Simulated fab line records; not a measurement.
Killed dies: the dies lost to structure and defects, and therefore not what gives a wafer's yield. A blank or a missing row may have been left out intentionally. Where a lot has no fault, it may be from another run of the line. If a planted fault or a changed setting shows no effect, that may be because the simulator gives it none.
Comparing a struck lot with a sound one || flow sfqLine || 14 out of 325 route steps
Sound: wafers L984.1, L984.3, L984.6. Struck: wafer L994.3. (L994.6 of the same lot was not struck and is left out.) The cause comes at the end.
Each step with rows lists, per side, the tool, then ch with its chambers, then its first start. Under that, the readings that differ: sound wafers || struck wafers || difference of the means || sigmas: that difference in standard deviations of wafers without a fault.
alike: readings with means less than 2 such deviations apart, plus words and numbers identical on both sides. not compared: withheld readings, readings lacking a value on some wafer, bounds such as >300 that could conceal the same value, and numbers that have no deviation in the record and whose values overlap.
A row with sigmas, a row that says differs or no value, or rows on one side alone: a step with any of these is where the two part. Non-overlapping numbers with no deviation appear without sigmas and do not part them. A reading that every wafer of one side lacks parts them only if that side has two wafers or more.

SFQ_TRILAYER_R5_DEP_SPUTTER_133: material MoNx, target thk 40 nm, time 66.7 s.
  sound on pvdSputter-03 at day 60 22:53; struck on pvdSputter-05 at day 64 16:29
{"reading": "throttleValvePct (%)", "sound": "30.1 29.1 31.6", "struck": 27.3, "difference": -3.0, "sigmas": -2}
SFQ_TRILAYER_R5_DEP_SPUTTER_134: material Ti, target thk 5 nm, time 5 s.
  sound on pvdSputter-03 at day 60 22:56; struck on pvdSputter-05 at day 64 16:32
{"reading": "throttleValvePct (%)", "sound": "30.0 29.3 31.7", "struck": 27.4, "difference": -2.9, "sigmas": -2}
SFQ_R5_RS_MEAS_933: a four-point-probe measurement.
  sound on filmMetro-02 at day 60 22:57; struck on filmMetro-02 at day 64 16:35
  alike: R5_MONX_RS
SFQ_R5_THK_MEAS_934: measures by xrf.
  sound on filmMetro-02 at day 60 23:04; struck on filmMetro-02 at day 64 16:41
  alike: R5_MONX_THK
then, 6 steps without rows for these wafers: SFQ_TRILAYER_R5_LITHO_COAT_141 (resist thk 62 nm); SFQ_TRILAYER_R5_LITHO_COAT_136 (resist thk 600 nm); SFQ_TRILAYER_R5_LITHO_SOFTBAKE_140; SFQ_TRILAYER_R5_LITHO_EXPOSE_137 (exposes mask R5, target cd 500 nm); SFQ_TRILAYER_R5_LITHO_PEB_139 (peb time 60 s); SFQ_TRILAYER_R5_LITHO_DEVELOP_138 (time 60 s).
-- the record jumps here: 4 days lie between the struck wafers' starts before and after --
SFQ_R5_OVL_MEAS_935:
  sound on overlay-02 at day 61 01:23; struck on overlay-02 at day 69 02:17
{"reading": "R5_OVL (nm)", "sound": "12 12 -2", "struck": -12, "difference": -19, "sigmas": -3}
SFQ_TRILAYER_R5_BARC_OPEN_METAL_ETCH_177: etches BARC in O2, target depth 125 nm, time 41.7 s.
  sound on rieMetal-01 ch 0,1, day 61 01:25; struck on rieMetal-04 ch 1, day 69 02:20
  alike: drypumpMotorCurrentA, oesProductAu
  not compared: rfHoursCounterH
SFQ_TRILAYER_R5_ETCH_METAL_ETCH_139: etches the open film in Cl2, stops on SiO2, target depth 60 nm, time 40 s.
  sound on rieMetal-01 ch 0,1, day 61 01:29; struck on rieMetal-04 ch 1, day 69 02:23
{"reading": "oesProductAu (a.u.)", "sound": "0.994 0.985 0.990", "struck": 0.735, "difference": -0.255, "sigmas": -38}
{"reading": "model.etch.depthNm (nm)", "sound": "59.92 58.82 58.79", "struck": 33.96, "difference": -25.22, "sigmas": ""}
{"reading": "model.R5.featureDepthNm (nm)", "sound": "59.92 58.82 58.79", "struck": 33.96, "difference": -25.22, "sigmas": ""}
{"reading": "model.KrF_of_TRILAYER_R5_LITHO_COAT_136.thkNm (nm)", "sound": "496.3 499 496.7", "struck": 509, "difference": "+12", "sigmas": ""}
  alike: drypumpMotorCurrentA
  not compared: rfHoursCounterH
SFQ_TRILAYER_R5_STRIP_STRIP_140: strips in O2.
  sound on rieMetal-01 ch 0,1, day 61 01:32; struck on rieMetal-04 ch 1, day 69 02:38
{"reading": "oesProductAu (a.u.)", "sound": "1.006 0.982 0.991", "struck": 1.033, "difference": "+0.040", "sigmas": "+3"}
  alike: drypumpMotorCurrentA
  not compared: rfHoursCounterH

## WHERE THEY PART
Last at SFQ_TRILAYER_R5_STRIP_STRIP_140 as far as this record goes, first at SFQ_TRILAYER_R5_DEP_SPUTTER_133.

WHY: what had been put in by the simulator
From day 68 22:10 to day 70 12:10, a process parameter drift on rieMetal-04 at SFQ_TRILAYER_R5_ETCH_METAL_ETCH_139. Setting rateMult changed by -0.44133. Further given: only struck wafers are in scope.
